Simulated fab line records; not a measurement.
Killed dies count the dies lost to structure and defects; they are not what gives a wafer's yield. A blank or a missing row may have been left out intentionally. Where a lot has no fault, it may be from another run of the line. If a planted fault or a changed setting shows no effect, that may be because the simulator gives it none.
Struck lot and sound lot, side by side + flow sky130 + 16 steps out of a route of 708
Sound: the wafers L135.2, L135.4, L135.6. Struck: wafer L138.4. (L138.2 of the same lot was not struck and is left out.) The cause comes at the end.
Order at every step that has rows: each side's tool, ch and its chambers, its first start. Under that, the readings that differ: sound wafers + struck wafers + difference of the means + sigmas: that difference in standard deviations of wafers without a fault.
alike: readings with means less than 2 such deviations apart, plus words and numbers identical on both sides. not compared: withheld readings, readings lacking a value on some wafer, bounds such as >300 that could conceal the same value, and numbers that have no deviation in the record and whose values overlap.
The two part at a step that has a row with sigmas, a row that says differs or no value, or rows on one side only. Numbers that have no deviation but don't overlap get no sigmas and don't part them. Lack of a reading on every wafer of one side parts them only where that side has two or more wafers.

first, 8 steps without rows for these wafers: SKY_METAL2_DEHYDRATE_07 (time 60 s); SKY_METAL2_HMDS_08 (prime time 60 s); SKY_METAL2_COAT_09 (resist thk 60 nm); SKY_METAL2_COAT_10 (resist thk 450 nm); SKY_METAL2_SOFTBAKE_11 (time 90 s); SKY_METAL2_EXPOSE_12 (exposes mask MM2, target cd 140 nm); SKY_METAL2_PEB_13; SKY_METAL2_DEVELOP_14 (develop time 60 s).
SKY_METAL2_CD_MEAS_15: the cd target is 140 nm.
  sound on cdSem-01, day 35 16:30; struck on cdSem-01, day 36 20:02
| reading   | sound             | struck | difference | sigmas |
|-----------|-------------------|--------|------------|--------|
| cdNm (nm) | 139.4 139.8 140.2 | 144.8  | +5.0       | +3     |
SKY_METAL2_OVL_MEAS_16:
  sound on overlay-02, day 35 16:37; struck on overlay-01, day 36 20:08
  alike: METAL2_OVL
SKY_METAL2_DESCUM_17: chemistry O2, time 8 s.
  sound on rieMetal-04 ch 0,1, day 35 16:38; struck on rieMetal-03 ch 1, day 36 20:10
  alike: drypumpMotorCurrentA, oesProductAu
  not compared: rfHoursCounterH
SKY_METAL2_ETCH_18: etches BARC in N2/H2, stops on SiO2, time 45.9 s, target depth 60 nm.
  sound on rieMetal-04 ch 0,1, day 35 16:40; struck on rieMetal-03 ch 1, day 36 20:12
  alike: drypumpMotorCurrentA, oesProductAu, runLengthS, throttleValvePct
  not compared: rfHoursCounterH
SKY_METAL2_METAL_ETCH_19: etches the open film in Cl2/BCl3, stops on SiO2, target depth 360 nm, time 78 s.
  sound on rieMetal-04 ch 0,1, day 35 16:44; struck on rieMetal-03 ch 1, day 36 20:16
| reading                                      | sound                | struck | difference | sigmas |
|----------------------------------------------|----------------------|--------|------------|--------|
| oesProductAu (a.u.)                          | 0.860 0.855 0.860    | 0.981  | +0.123     | +21    |
| runLengthS (s)                               | 106.5 106.2 106.0    | 96.6   | -9.6       | -24    |
| throttleValvePct (%)                         | 22.276 22.281 22.280 | 22.248 | -0.031     | -3     |
| model.KrF-thick_of_METAL2_COAT_10.thkNm (nm) | 158.1 152 150.9      | 188.2  | +34.5      |        |
  alike: drypumpMotorCurrentA
  not compared: rfHoursCounterH
SKY_METAL2_STRIP_20: strips in O2/N2.
  sound on plasmaAsher-03 ch 0,1, day 35 16:49; struck on plasmaAsher-03 ch 0, day 36 20:21
| reading                  | sound             | struck | difference | sigmas |
|--------------------------|-------------------|--------|------------|--------|
| oesProductAu (a.u.)      | 0.340 0.333 0.335 | 0.356  | +0.020     | +4     |
| stripTimeToEndpointS (s) | 2.67 2.64 2.61    | 3.02   | +0.38      | +7     |
  alike: drypumpMotorCurrentA
  not compared: rfHoursCounterH
then, 1 step without rows for these wafers: SKY_METAL2_STRIP_21 (strips in post etch residue remover, time 1200 s).
-- the record jumps here: 10 days lie between the struck wafers' starts before and after (it left off in module METAL2 and takes up again in module PAD_OPEN, whose first step shown is number 708 of the route) --
SKY_PAD_OPEN_PROBE_99:
  only the struck wafers here have rows in the record (prober-01, day 47 05:26); the sound ones have none

## WHERE THEY PART
Last at SKY_PAD_OPEN_PROBE_99 as far as this record goes, first at SKY_METAL2_CD_MEAS_15.

WHY: what the simulator had put in
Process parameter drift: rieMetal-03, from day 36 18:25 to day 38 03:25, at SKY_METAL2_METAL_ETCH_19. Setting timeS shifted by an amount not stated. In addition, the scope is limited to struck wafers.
